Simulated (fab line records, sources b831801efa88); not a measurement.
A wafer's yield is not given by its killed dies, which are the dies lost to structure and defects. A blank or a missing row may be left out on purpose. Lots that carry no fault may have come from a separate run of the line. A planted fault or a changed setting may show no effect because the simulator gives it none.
Matching of chambers    flow gf180mcu    GF_SAB_CVD_00 on pecvd-04: 3 sister chambers
The step deposits SiO2 from TEOS, target thk 50 nm, time 4.9302 s. 6 wafers are shown with their chamber, then 11 later ones without.

== EACH WAFER AND ITS CHAMBER ==
wafer   chamber  heater_power_w (W)
L077.6  2        704
L081.6  1        518
L082.6  1        543
L083.5  2        713
L083.6  0        494
L084.1  0        435

== WAFERS MISSING THEIR CHAMBER ==
wafer   heater_power_w (W)
L084.2  619
L084.3  733
L084.4  446
L084.5  719
L084.6  621
L089.2  466
L089.5  531
L089.6  672
L091.2  440
L091.5  572
L091.6  454

== WHICH CHAMBER EACH ONE RAN IN ==
wafer   from the rows above      in truth
L084.2  can't be placed: 1 or 2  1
L084.3  2                        2
L084.4  0                        0
L084.5  2                        2
L084.6  can't be placed: 2 or 1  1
L089.2  0                        0
L089.5  1                        1
L089.6  2                        2
L091.2  0                        0
L091.5  1                        1
L091.6  0                        0
Correct placement for 9 of the 11. Not placeable from these rows: 2 (in 2, the candidates include the true chamber). Placed wrongly: 0.
How it was worked out, from the rows above alone: a wafer's distance from a chamber is the root of the sum, over the readings, of the square of ((its reading less the chamber's mean) divided by the reading's scatter). The wafer belongs to the nearest chamber; if the next one is less than 2 further off, it can't be placed. Each chamber's mean is taken over the wafers shown for it. How the scatter is found: for the shown wafers, subtract from each reading the mean of its chamber, square and add these, divide the total by (wafers less chambers), then take the root.
